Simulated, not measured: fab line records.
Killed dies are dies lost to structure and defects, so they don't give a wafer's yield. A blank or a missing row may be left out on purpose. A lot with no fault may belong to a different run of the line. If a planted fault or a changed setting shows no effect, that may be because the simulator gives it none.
Check of tool commonality    flow gf180mcu    14 lots, 42 wafers sampled

## REASON IT WAS OPENED
GF_HV_LDD_RS_MEAS_53, reading HV_LDD_RS: flagged on 2 of 14 lots. Fault-free wafers read 418.6 ohm/sq, with a standard deviation of 0.85.
Rule: a lot is flagged when every wafer of it that has a number lies more than 4 standard deviations from that mean, or none has a number. All remaining lots are regarded as sound.

lot   measured      on            HV_LDD_RS (ohm/sq), wafer by wafer  flag
L766  day 12 16:10  filmMetro-03  418.3 417.7 417.9                   
L767  day 12 22:56  filmMetro-03  419.8 418.4 420.4                   
L768  day 13 06:58  filmMetro-04  417.6 417.9 418.9                   
L770  day 13 21:59  filmMetro-04  418.2 419.8 418.9                   
L771  day 14 03:20  filmMetro-03  417.8 418.3 419.7                   
L777  day 16 00:16  filmMetro-03  405.2 405.7 405.4                   FLAGGED
L779  day 16 17:53  filmMetro-02  403.5 404.4 403.5                   FLAGGED
L782  day 17 21:20  filmMetro-04  419.7 419.6 419.4                   
L783  day 18 04:52  filmMetro-03  419.6 418.9 419.4                   
L784  day 18 11:10  filmMetro-04  419.0 419.2 419.5                   
L785  day 18 19:41  filmMetro-04  417.4 417.8 418.1                   
L787  day 19 09:48  filmMetro-02  418.9 418.0 418.3                   
L788  day 20 06:34  filmMetro-02  418.5 418.3 419.0                   
L789  day 20 10:02  filmMetro-04  418.4 418.8 419.8                   
The numbers of the flagged lots are 404.6 ohm/sq on average: -14.0 ohm/sq against the usual, or -16 standard deviations.

## TOOL THAT RAN EACH LOT
The record holds 1 process step before the reading, out of a route of 602 steps. Each cell gives the tool, then ch followed by the chambers the sampled wafers passed through, then the start.
lot   flag     GF_HV_LDD_IMPLANT_09
L766           implanter-04 ch 0, day 10 06:11
L767           implanter-03 ch 0, day 10 12:10
L768           implanter-04 ch 0, day 10 19:17
L770           implanter-03 ch 0, day 11 09:14
L771           implanter-03 ch 0, day 11 13:44
L777  FLAGGED  implanter-03 ch 0, day 13 07:11
L779  FLAGGED  implanter-03 ch 0, day 13 23:20
L782           implanter-02 ch 0, day 15 00:32
L783           implanter-02 ch 0, day 15 08:41
L784           implanter-02 ch 0, day 15 13:52
L785           implanter-04 ch 0, day 15 22:10
L787           implanter-04 ch 0, day 16 09:55
L788           implanter-02 ch 0, day 17 05:23
L789           implanter-03 ch 0, day 17 08:40
What these steps do:
- GF_HV_LDD_IMPLANT_09
- GF_HV_LDD_RS_MEAS_53: measures by four-point-probe.

## FLAGGED AGAINST TOTAL, ONE TOOL AT A TIME (gauges that did the reading follow at the end)
step                  tool          lots run  flagged  share of the flagged lots  sound lots run after its first flagged lot
GF_HV_LDD_IMPLANT_09  implanter-02  4         0        none                       -
GF_HV_LDD_IMPLANT_09  implanter-03  6         2        all                        1 (L789)
GF_HV_LDD_IMPLANT_09  implanter-04  4         0        none                       -
GF_HV_LDD_RS_MEAS_53  filmMetro-02  3         1        some                       2 (L787,L788)
GF_HV_LDD_RS_MEAS_53  filmMetro-03  5         1        some                       1 (L783)
GF_HV_LDD_RS_MEAS_53  filmMetro-04  6         0        none                       -

## WHAT THE TABLE ALLOWS
All flagged lots share 1 row of the table, namely implanter-03 at GF_HV_LDD_IMPLANT_09.
- implanter-03 at GF_HV_LDD_IMPLANT_09: 2 of its 6 lots flagged. After the first flagged lot (L789), sound lots still ran on it; a lasting fault on the whole tool would not permit that. Its own readings lie more than 4 standard deviations out on every wafer of the flagged lots: doseIonsCm2, faradayCurrentUA.
There is no row in the table that ran each flagged lot and no sound lot after the first.

## WHAT THE SIMULATOR PUT IN
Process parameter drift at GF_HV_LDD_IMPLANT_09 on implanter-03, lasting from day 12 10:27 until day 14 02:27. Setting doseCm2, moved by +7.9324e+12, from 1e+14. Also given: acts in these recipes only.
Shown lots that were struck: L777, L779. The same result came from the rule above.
